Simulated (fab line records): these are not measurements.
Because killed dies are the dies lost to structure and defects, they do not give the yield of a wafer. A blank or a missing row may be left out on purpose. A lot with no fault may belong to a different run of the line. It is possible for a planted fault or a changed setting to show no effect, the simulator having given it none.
Matching of chambers -- flow gf180mcu -- GF_V4_CVD_02 on pecvd-02: 3 sister chambers
The step deposits SiO2 from TEOS, target thk 850 nm, time 94.851 s. 16 wafers are shown with their chamber, then 8 later ones without.

## WAFERS, EACH WITH ITS CHAMBER
wafer,chamber,heater-power-w (W)
L747.1,2,915
L747.5,1,555
L747.6,0,595
L750.1,1,672
L750.2,2,1006
L750.3,2,1038
L758.3,0,592
L758.4,2,1018
L758.6,0,619
L760.2,2,980
L760.4,1,537
L760.6,0,590
L761.2,1,553
L761.3,2,1036
L761.4,1,626
L763.1,2,998

SIGNATURES, as means of the wafers listed above
reading,chamber 0,chamber 1,chamber 2,scatter within a chamber
heater-power-w,599.00,588.60,998.71,43.6
Rule: for each reading, subtract the chamber's mean from the wafer's reading, divide by that reading's scatter and square the result; add these up over the readings and take the root, which gives the wafer's distance from the chamber. If the next closest chamber is less than 2 further off than the closest, the wafer can't be placed; otherwise it belongs to the closest. How the scatter is found: for the shown wafers, subtract from each reading the mean of its chamber, square and add these, divide the total by (wafers less chambers), then take the root.

## WAFERS WITHOUT THEIR CHAMBER
wafer,heater-power-w (W)
L763.5,1015
L763.6,580
L764.1,572
L764.2,957
L764.5,996
L768.1,887
L768.5,990
L768.6,508

## THE CHAMBER EACH PASSED THROUGH
wafer,from the rows above,in truth
L763.5,2,2
L763.6,can't be placed: 1 or 0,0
L764.1,can't be placed: 1 or 0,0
L764.2,2,2
L764.5,2,2
L768.1,2,2
L768.5,2,2
L768.6,can't be placed: 1 or 0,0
Correctly placed: 5 of 8. Can't be placed from these rows: 3 (the true chamber is among the candidates in 3). Number placed wrongly: 0.
